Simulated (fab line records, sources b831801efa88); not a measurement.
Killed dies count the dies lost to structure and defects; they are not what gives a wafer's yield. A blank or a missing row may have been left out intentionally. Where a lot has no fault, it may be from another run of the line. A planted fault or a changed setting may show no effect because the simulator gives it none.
fab line records + flow gf180mcu
record:
- lots: 12
- wafers: 36
- last-day: 34
route steps=602 shown HV_LDD@207 SALICIDE@281 CONTACT@303
lots with no fault: from the same line, run without faults
start-h: hours from the record's opening day to when the first of the lot's shown wafers began + wait-h: hours elapsed since this lot's preceding step + " the same as in the row above + L1.1+2: a single row standing in for several wafers + - either no value or no given start + * or withheld: withheld + < > ~ a bound
route shown NAME@n: names a module that has steps shown in the file, with the first one's number in the route + usual: average and standard deviation across the fault-free wafers + same: alike in all rows + chamber/n: place in a boat + sites: the reading at each site + _std_site: the standard deviation of these + _edge_site: mean of outer sites minus mean of inner sites + radius-mm: for every site, how far away it sits from the centre of the wafer + mask NAME#n: copy n + behind: the tool/chamber that last shaped the wafer + hold: cause of the lot's hold/its duration in hours/its outcome + device: the n, p or np transistor that did not switch + end of line: at the end of the route, the tests of the same wafers + where a step has no rows: the recipe by itself + killed: dies that structure and defects cost at the first sort, which is not the same as the wafer's yield + map: shows each die of a wafer: x if killed, . if not, _ if none is there
set.NAME: the setting as run; set.NAME@STEP: as run at that earlier step + model.NAME: the simulator's own value behind a step, which no gauge read
route steps across a sampled set of lots; one table per step, one row per wafer
services: from which hour (start-h, from the record's first day; less than 0 if before it) a tool's chamber was out of use, for how many hours, and why
== steps ==
step: GF_HV_LDD_CD_MEAS_31
recipe:
- target-cd-nm: 400
usual:
- cd-nm: 400.2/1.8
| lot.wafer | tool      | chamber | start-h | wait-h | cd-nm |
|-----------|-----------|---------|---------|--------|-------|
| L619.1    | cd-sem-02 | -       | 254.92  | 0.1    | 403.7 |
| L619.3    | "         | -       | "       | "      | 403.3 |
| L619.5    | "         | -       | "       | "      | 402.4 |
| L621.2    | cd-sem-02 | -       | 266.17  | 0.2    | 403.4 |
| L621.5    | "         | -       | "       | "      | 402.5 |
| L621.6    | "         | -       | "       | "      | 402.7 |
| L623.1    | cd-sem-01 | -       | 279.99  | 0.1    | 401.5 |
| L623.3    | "         | -       | "       | "      | 401.2 |
| L623.6    | "         | -       | "       | "      | 400.5 |
| L626.1    | cd-sem-02 | -       | 306.18  | 0.1    | 399.6 |
| L626.4    | "         | -       | "       | "      | 400.1 |
| L626.5    | "         | -       | "       | "      | 397.3 |
| L627.1    | cd-sem-01 | -       | 317.72  | 0.1    | 397.6 |
| L627.2    | "         | -       | "       | "      | 398.4 |
| L627.3    | "         | -       | "       | "      | 398.6 |
| L633.1    | cd-sem-01 | -       | 359.88  | 0.1    | 401.2 |
| L633.2    | "         | -       | "       | "      | 400.9 |
| L633.3    | "         | -       | "       | "      | 400.1 |
| L634.1    | cd-sem-01 | -       | 372.68  | 0.1    | 400.3 |
| L634.5    | "         | -       | "       | "      | 400.8 |
| L634.6    | "         | -       | "       | "      | 400.7 |
| L636.1    | cd-sem-02 | -       | 381.97  | 0.1    | 399.2 |
| L636.3    | "         | -       | "       | "      | 401.3 |
| L636.6    | "         | -       | "       | "      | 401.6 |
| L637.4    | cd-sem-02 | -       | 392.09  | 0.1    | 398.1 |
| L637.5    | "         | -       | "       | "      | 399.1 |
| L637.6    | "         | -       | "       | "      | 399.8 |
| L640.4    | cd-sem-02 | -       | 412.59  | 0.1    | 402.5 |
| L640.5    | "         | -       | "       | "      | 401.9 |
| L640.6    | "         | -       | "       | "      | 402.2 |
| L641.1    | cd-sem-01 | -       | 429.23  | 0.1    | 400.8 |
| L641.4    | "         | -       | "       | "      | 399.7 |
| L641.5    | "         | -       | "       | "      | 399.8 |
| L642.1    | cd-sem-01 | -       | 435.24  | 0.1    | 401.7 |
| L642.2    | "         | -       | "       | "      | 400.4 |
| L642.4    | "         | -       | "       | "      | 401.5 |
step: GF_SALICIDE_SPUTTER_03
recipe:
- material: TiN
- target-thk-nm: 20
- power-w: 6500
- time-s: 16.4
- chamber-pressure-pa: 0.4
usual:
- throttle-valve-pct: 30.0/0.57
| lot.wafer | tool           | chamber | start-h | wait-h | throttle-valve-pct |
|-----------|----------------|---------|---------|--------|--------------------|
| L619.1    | pvd-sputter-02 | -       | 337.36  | 0.0    | 30.1               |
| L619.3    | "              | -       | "       | "      | 29.3               |
| L619.5    | "              | -       | "       | "      | 28.9               |
| L621.2    | pvd-sputter-04 | -       | 355.93  | 0.0    | 30.8               |
| L621.5    | "              | -       | "       | "      | 30.6               |
| L621.6    | "              | -       | "       | "      | 29.4               |
| L623.1    | pvd-sputter-01 | -       | 376.18  | 0.0    | 30.3               |
| L623.3    | "              | -       | "       | "      | 29.9               |
| L623.6    | "              | -       | "       | "      | 29.9               |
| L626.1    | pvd-sputter-04 | -       | 404.81  | 0.0    | 30.5               |
| L626.4    | "              | -       | "       | "      | 30.3               |
| L626.5    | "              | -       | "       | "      | 30.3               |
| L627.1    | pvd-sputter-01 | -       | 409.85  | 0.0    | 29.8               |
| L627.2    | "              | -       | "       | "      | 30.0               |
| L627.3    | "              | -       | "       | "      | 30.4               |
| L633.1    | pvd-sputter-02 | -       | 459.66  | 0.0    | 30.9               |
| L633.2    | "              | -       | "       | "      | 30.4               |
| L633.3    | "              | -       | "       | "      | 29.0               |
| L634.1    | pvd-sputter-02 | -       | 471.28  | 0.0    | 30.6               |
| L634.5    | "              | -       | "       | "      | 29.1               |
| L634.6    | "              | -       | "       | "      | 31.0               |
| L636.1    | pvd-sputter-01 | -       | 483.54  | 0.0    | 29.4               |
| L636.3    | "              | -       | "       | "      | 29.7               |
| L636.6    | "              | -       | "       | "      | 30.5               |
| L637.4    | pvd-sputter-04 | -       | 491.87  | 0.0    | 30.8               |
| L637.5    | "              | -       | "       | "      | 30.9               |
| L637.6    | "              | -       | "       | "      | 29.9               |
| L640.4    | pvd-sputter-01 | -       | 514.67  | 0.0    | 30.0               |
| L640.5    | "              | -       | "       | "      | 29.3               |
| L640.6    | "              | -       | "       | "      | 30.7               |
| L641.1    | pvd-sputter-04 | -       | 531.40  | 0.0    | 29.9               |
| L641.4    | "              | -       | "       | "      | 31.1               |
| L641.5    | "              | -       | "       | "      | 30.8               |
| L642.1    | pvd-sputter-01 | -       | 535.21  | 0.0    | 29.8               |
| L642.2    | "              | -       | "       | "      | 30.1               |
| L642.4    | "              | -       | "       | "      | 30.5               |
step: GF_SALICIDE_RS_MEAS_04
recipe:
- thk-meas-gauge: four-point-probe
- reads: TiN_of_SALICIDE_SPUTTER_03+Co_of_SALICIDE_SPUTTER_02
usual:
- SALICIDE_TIN_RS: 16.4/0.41
| lot.wafer | tool          | chamber | start-h | wait-h | SALICIDE_TIN_RS[ohm/sq] |
|-----------|---------------|---------|---------|--------|-------------------------|
| L619.1    | film-metro-02 | -       | 337.39  | 0.0    | 16.7                    |
| L619.3    | "             | -       | "       | "      | 17.0                    |
| L619.5    | "             | -       | "       | "      | 17.0                    |
| L621.2    | film-metro-04 | -       | 355.98  | 0.0    | 15.9                    |
| L621.5    | "             | -       | "       | "      | 16.9                    |
| L621.6    | "             | -       | "       | "      | 16.2                    |
| L623.1    | film-metro-01 | -       | 376.21  | 0.0    | 16.5                    |
| L623.3    | "             | -       | "       | "      | 16.7                    |
| L623.6    | "             | -       | "       | "      | 16.0                    |
| L626.1    | film-metro-02 | -       | 404.84  | 0.0    | 16.7                    |
| L626.4    | "             | -       | "       | "      | 16.2                    |
| L626.5    | "             | -       | "       | "      | 16.3                    |
| L627.1    | film-metro-01 | -       | 409.87  | 0.0    | 16.4                    |
| L627.2    | "             | -       | "       | "      | 15.8                    |
| L627.3    | "             | -       | "       | "      | 16.0                    |
| L633.1    | film-metro-02 | -       | 459.69  | 0.0    | 20.7                    |
| L633.2    | "             | -       | "       | "      | 20.4                    |
| L633.3    | "             | -       | "       | "      | 21.0                    |
| L634.1    | film-metro-01 | -       | 471.31  | 0.0    | 21.2                    |
| L634.5    | "             | -       | "       | "      | 21.7                    |
| L634.6    | "             | -       | "       | "      | 21.9                    |
| L636.1    | film-metro-02 | -       | 483.57  | 0.0    | 16.1                    |
| L636.3    | "             | -       | "       | "      | 15.9                    |
| L636.6    | "             | -       | "       | "      | 16.2                    |
| L637.4    | film-metro-02 | -       | 491.96  | 0.1    | 16.2                    |
| L637.5    | "             | -       | "       | "      | 16.1                    |
| L637.6    | "             | -       | "       | "      | 16.7                    |
| L640.4    | film-metro-01 | -       | 514.78  | 0.1    | 16.8                    |
| L640.5    | "             | -       | "       | "      | 16.0                    |
| L640.6    | "             | -       | "       | "      | 16.5                    |
| L641.1    | film-metro-02 | -       | 531.43  | 0.0    | 16.7                    |
| L641.4    | "             | -       | "       | "      | 16.2                    |
| L641.5    | "             | -       | "       | "      | 16.2                    |
| L642.1    | film-metro-04 | -       | 535.23  | 0.0    | 15.8                    |
| L642.2    | "             | -       | "       | "      | 16.3                    |
| L642.4    | "             | -       | "       | "      | 16.3                    |
step: GF_SALICIDE_THK_MEAS_05
recipe:
- thk-meas-gauge: xrf
- reads: TiN_of_SALICIDE_SPUTTER_03
usual:
- SALICIDE_TIN_THK: 19.45/0.29
| lot.wafer | tool          | chamber | start-h | wait-h | SALICIDE_TIN_THK[nm] |
|-----------|---------------|---------|---------|--------|----------------------|
| L619.1    | film-metro-02 | -       | 337.51  | 0.1    | 19.81                |
| L619.3    | "             | -       | "       | "      | 19.02                |
| L619.5    | "             | -       | "       | "      | 19.27                |
| L621.2    | film-metro-04 | -       | 356.09  | 0.1    | 19.19                |
| L621.5    | "             | -       | "       | "      | 19.42                |
| L621.6    | "             | -       | "       | "      | 19.52                |
| L623.1    | film-metro-01 | -       | 376.33  | 0.1    | 19.55                |
| L623.3    | "             | -       | "       | "      | 19.18                |
| L623.6    | "             | -       | "       | "      | 19.58                |
| L626.1    | film-metro-02 | -       | 404.96  | 0.1    | 19.46                |
| L626.4    | "             | -       | "       | "      | 19.71                |
| L626.5    | "             | -       | "       | "      | 19.55                |
| L627.1    | film-metro-01 | -       | 409.99  | 0.1    | 18.95                |
| L627.2    | "             | -       | "       | "      | 19.20                |
| L627.3    | "             | -       | "       | "      | 19.58                |
| L633.1    | film-metro-02 | -       | 459.81  | 0.1    | 6.40                 |
| L633.2    | "             | -       | "       | "      | 6.80                 |
| L633.3    | "             | -       | "       | "      | 5.99                 |
| L634.1    | film-metro-01 | -       | 471.43  | 0.1    | 6.83                 |
| L634.5    | "             | -       | "       | "      | 6.41                 |
| L634.6    | "             | -       | "       | "      | 6.75                 |
| L636.1    | film-metro-02 | -       | 483.69  | 0.1    | 19.49                |
| L636.3    | "             | -       | "       | "      | 19.22                |
| L636.6    | "             | -       | "       | "      | 19.74                |
| L637.4    | film-metro-02 | -       | 492.05  | 0.1    | 19.84                |
| L637.5    | "             | -       | "       | "      | 19.71                |
| L637.6    | "             | -       | "       | "      | 19.63                |
| L640.4    | film-metro-01 | -       | 514.87  | 0.1    | 18.89                |
| L640.5    | "             | -       | "       | "      | 19.10                |
| L640.6    | "             | -       | "       | "      | 19.60                |
| L641.1    | film-metro-02 | -       | 531.55  | 0.1    | 19.44                |
| L641.4    | "             | -       | "       | "      | 19.25                |
| L641.5    | "             | -       | "       | "      | 19.35                |
| L642.1    | film-metro-04 | -       | 535.35  | 0.1    | 19.40                |
| L642.2    | "             | -       | "       | "      | 19.21                |
| L642.4    | "             | -       | "       | "      | 19.59                |
step: GF_CONTACT_ETCH_16
recipe:
- chemistry: N2/H2
- target-depth-a: withheld
- overetch-a: withheld
- time-s: withheld
- target: BARC
- ion-energy-ev: 200
- source-w: 500
- bias-w: 100
- pressure-mtorr: 30
- n2-flow-sccm: 100
- h2-flow-sccm: 200
usual:
- drypump-motor-current-A: 5.7/0.55
- oes-product-au: 0.854/0.0046
- throttle-valve-pct: 13.225/0.0089
| lot.wafer | tool        | chamber | start-h | wait-h | drypump-motor-current-A | oes-product-au | throttle-valve-pct |
|-----------|-------------|---------|---------|--------|-------------------------|----------------|--------------------|
| L619.1    | rie-diel-04 | 0       | 360.73  | 0.0    | 5.8                     | 0.851          | 13.224             |
| L619.3    | "           | 2       | "       | "      | 5.1                     | 0.849          | 13.221             |
| L619.5    | "           | 1       | "       | "      | 5.7                     | 0.855          | 13.218             |
| L621.2    | rie-diel-04 | 2       | 379.76  | 0.0    | 5.1                     | 0.849          | 13.212             |
| L621.5    | "           | 2       | "       | "      | 5.1                     | 0.853          | 13.223             |
| L621.6    | "           | 3       | "       | "      | 4.7                     | 0.857          | 13.220             |
| L623.1    | rie-diel-04 | 2       | 399.98  | 0.0    | 5.1                     | 0.856          | 13.224             |
| L623.3    | "           | 3       | "       | "      | 4.7                     | 0.855          | 13.216             |
| L623.6    | "           | 3       | "       | "      | 4.7                     | 0.845          | 13.227             |
| L626.1    | rie-diel-01 | 3       | 430.03  | 0.0    | 6.7                     | 0.853          | 13.227             |
| L626.4    | "           | 0       | "       | "      | 5.7                     | 0.860          | 13.226             |
| L626.5    | "           | 0       | "       | "      | 5.7                     | 0.848          | 13.214             |
| L627.1    | rie-diel-01 | 2       | 436.44  | 0.0    | 6.2                     | 0.848          | 13.239             |
| L627.2    | "           | 0       | "       | "      | 5.7                     | 0.850          | 13.210             |
| L627.3    | "           | 3       | "       | "      | 6.6                     | 0.850          | 13.239             |
| L633.1    | rie-diel-03 | 3       | 484.29  | 0.0    | 5.3                     | 0.846          | 13.220             |
| L633.2    | "           | 0       | "       | "      | 6.0                     | 0.849          | 13.230             |
| L633.3    | "           | 2       | "       | "      | 5.8                     | 0.848          | 13.230             |
| L634.1    | rie-diel-01 | 0       | 495.48  | 0.0    | 5.7                     | 0.854          | 13.219             |
| L634.5    | "           | 2       | "       | "      | 6.1                     | 0.856          | 13.232             |
| L634.6    | "           | 3       | "       | "      | 6.6                     | 0.857          | 13.223             |
| L636.1    | rie-diel-03 | 3       | 508.43  | 0.0    | 5.3                     | 0.858          | 13.238             |
| L636.3    | "           | 1       | "       | "      | 6.4                     | 0.857          | 13.237             |
| L636.6    | "           | 2       | "       | "      | 5.8                     | 0.850          | 13.225             |
| L637.4    | rie-diel-04 | 3       | 516.15  | 0.0    | 4.6                     | 0.854          | 13.219             |
| L637.5    | "           | 2       | "       | "      | 5.1                     | 0.847          | 13.227             |
| L637.6    | "           | 1       | "       | "      | 5.7                     | 0.859          | 13.223             |
| L640.4    | rie-diel-01 | 1       | 538.48  | 0.0    | 5.8                     | 0.855          | 13.231             |
| L640.5    | "           | 0       | "       | "      | 5.7                     | 0.850          | 13.225             |
| L640.6    | "           | 3       | "       | "      | 6.7                     | 0.854          | 13.233             |
| L641.1    | rie-diel-04 | 3       | 554.93  | 0.0    | 4.7                     | 0.853          | 13.221             |
| L641.4    | "           | 0       | "       | "      | 5.8                     | 0.849          | 13.239             |
| L641.5    | "           | 0       | "       | "      | 5.9                     | 0.856          | 13.218             |
| L642.1    | rie-diel-04 | 1       | 559.23  | 0.0    | 5.7                     | 0.845          | 13.241             |
| L642.2    | "           | 0       | "       | "      | 5.8                     | 0.863          | 13.210             |
| L642.4    | "           | 2       | "       | "      | 5.1                     | 0.853          | 13.230             |
step: GF_CONTACT_SPUTTER_23
recipe:
- material: TiN
- target-thk-nm: 10
- chamber-pressure-pa: 5
- power-w: 4000
- time-s: 40
usual:
- throttle-valve-pct: 29.9/0.65
| lot.wafer | tool           | chamber | start-h | wait-h | throttle-valve-pct |
|-----------|----------------|---------|---------|--------|--------------------|
| L619.1    | pvd-sputter-04 | -       | 361.25  | 0.0    | 30.5               |
| L619.3    | "              | -       | "       | "      | 29.8               |
| L619.5    | "              | -       | "       | "      | 29.8               |
| L621.2    | pvd-sputter-04 | -       | 380.29  | 0.0    | 30.3               |
| L621.5    | "              | -       | "       | "      | 30.0               |
| L621.6    | "              | -       | "       | "      | 31.2               |
| L623.1    | pvd-sputter-04 | -       | 400.50  | 0.0    | 30.3               |
| L623.3    | "              | -       | "       | "      | 31.0               |
| L623.6    | "              | -       | "       | "      | 31.1               |
| L626.1    | pvd-sputter-03 | -       | 430.55  | 0.0    | 28.5               |
| L626.4    | "              | -       | "       | "      | 29.1               |
| L626.5    | "              | -       | "       | "      | 29.9               |
| L627.1    | pvd-sputter-01 | -       | 436.96  | 0.0    | 30.0               |
| L627.2    | "              | -       | "       | "      | 30.0               |
| L627.3    | "              | -       | "       | "      | 30.6               |
| L633.1    | pvd-sputter-01 | -       | 484.94  | 0.0    | 29.8               |
| L633.2    | "              | -       | "       | "      | 29.9               |
| L633.3    | "              | -       | "       | "      | 29.2               |
| L634.1    | pvd-sputter-04 | -       | 496.00  | 0.0    | 29.8               |
| L634.5    | "              | -       | "       | "      | 29.8               |
| L634.6    | "              | -       | "       | "      | 30.4               |
| L636.1    | pvd-sputter-04 | -       | 509.04  | 0.0    | 30.9               |
| L636.3    | "              | -       | "       | "      | 29.7               |
| L636.6    | "              | -       | "       | "      | 30.8               |
| L637.4    | pvd-sputter-03 | -       | 516.65  | 0.0    | 29.5               |
| L637.5    | "              | -       | "       | "      | 29.0               |
| L637.6    | "              | -       | "       | "      | 29.2               |
| L640.4    | pvd-sputter-04 | -       | 539.12  | 0.0    | 30.3               |
| L640.5    | "              | -       | "       | "      | 29.9               |
| L640.6    | "              | -       | "       | "      | 30.5               |
| L641.1    | pvd-sputter-04 | -       | 555.45  | 0.0    | 29.9               |
| L641.4    | "              | -       | "       | "      | 30.7               |
| L641.5    | "              | -       | "       | "      | 30.4               |
| L642.1    | pvd-sputter-01 | -       | 559.75  | 0.0    | 30.7               |
| L642.2    | "              | -       | "       | "      | 29.9               |
| L642.4    | "              | -       | "       | "      | 28.9               |
== services ==
| tool           | chamber | start-h | hours | kind                   |
|----------------|---------|---------|-------|------------------------|
| rie-diel-03    | 3       | 322.84  | 5.9   | repair                 |
| pvd-sputter-04 | 0       | 330.45  | -     | consumable-replace:kit |
| pvd-sputter-04 | 0       | 330.45  | 18.0  | scheduled-down         |
| rie-diel-03    | 3       | 337.30  | 10.7  | repair                 |
| rie-diel-04    | 0       | 338.28  | 3.5   | repair                 |
| rie-diel-01    | -       | 344.82  | 0.3   | repair                 |
| rie-diel-04    | 0       | 351.70  | 1.6   | repair                 |
| pvd-sputter-04 | -       | 367.59  | 1.8   | repair                 |
| rie-diel-01    | 2       | 369.72  | 2.8   | repair                 |
| pvd-sputter-04 | -       | 373.11  | 1.0   | repair                 |
| pvd-sputter-02 | -       | 393.13  | 2.4   | repair                 |
| rie-diel-03    | -       | 437.03  | 2.8   | pm                     |
| pvd-sputter-03 | -       | 454.13  | 4.7   | repair                 |
| rie-diel-01    | 0       | 475.09  | 9.0   | repair                 |
| rie-diel-03    | 1       | 479.56  | 5.5   | repair                 |
| pvd-sputter-03 | -       | 480.73  | 2.1   | repair                 |
| rie-diel-04    | 1       | 484.68  | 2.4   | repair                 |
| pvd-sputter-01 | -       | 490.10  | 2.8   | repair                 |
| pvd-sputter-03 | -       | 507.21  | 5.4   | repair                 |
| rie-diel-04    | 0       | 512.71  | 9.9   | repair                 |
| rie-diel-03    | 0       | 539.17  | 3.8   | repair                 |
| pvd-sputter-04 | -       | 546.51  | 5.0   | repair                 |
| rie-diel-01    | 1       | 552.28  | 8.7   | repair                 |
| rie-diel-03    | 0       | 555.52  | 12.3  | repair                 |
== key ==
first-sign:
- step: GF_SALICIDE_RS_MEAS_04
- reading: SALICIDE_TIN_RS
- direction: up
- sigmas: 12
- usual: 16.4
- struck: 21.1
effect:
- step: GF_SALICIDE_THK_MEAS_05
- reading: SALICIDE_TIN_THK
- direction: down
- sigmas: 44
- usual: 19.45
- struck: 6.53
met-at GF_SALICIDE_SPUTTER_03
struck-lots L633,L634
tester-left-out L633,L634
not-acting-at GF_HV_LDD_CD_MEAS_31,GF_CONTACT_ETCH_16,GF_CONTACT_SPUTTER_23
onset-between 337.36 459.66
fault:
- kind: process-parameter-drift
- tool: pvd-sputter-02
- chamber: -
- onset-h: 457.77
- steps: GF_SALICIDE_SPUTTER_03
- channel: target-thk-nm
- offset: -13.544
- shape: step
- end-h: 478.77
- acts-in: these-recipes-only
- stated: 20
tester-left-out: of these lots the tester's yield and bins aren't shown, on N5 and GAA mostly nor the transistor test; their killed dies are dies lost to structure and defects alone, not to doping, threshold or leakage, so they don't give the yield
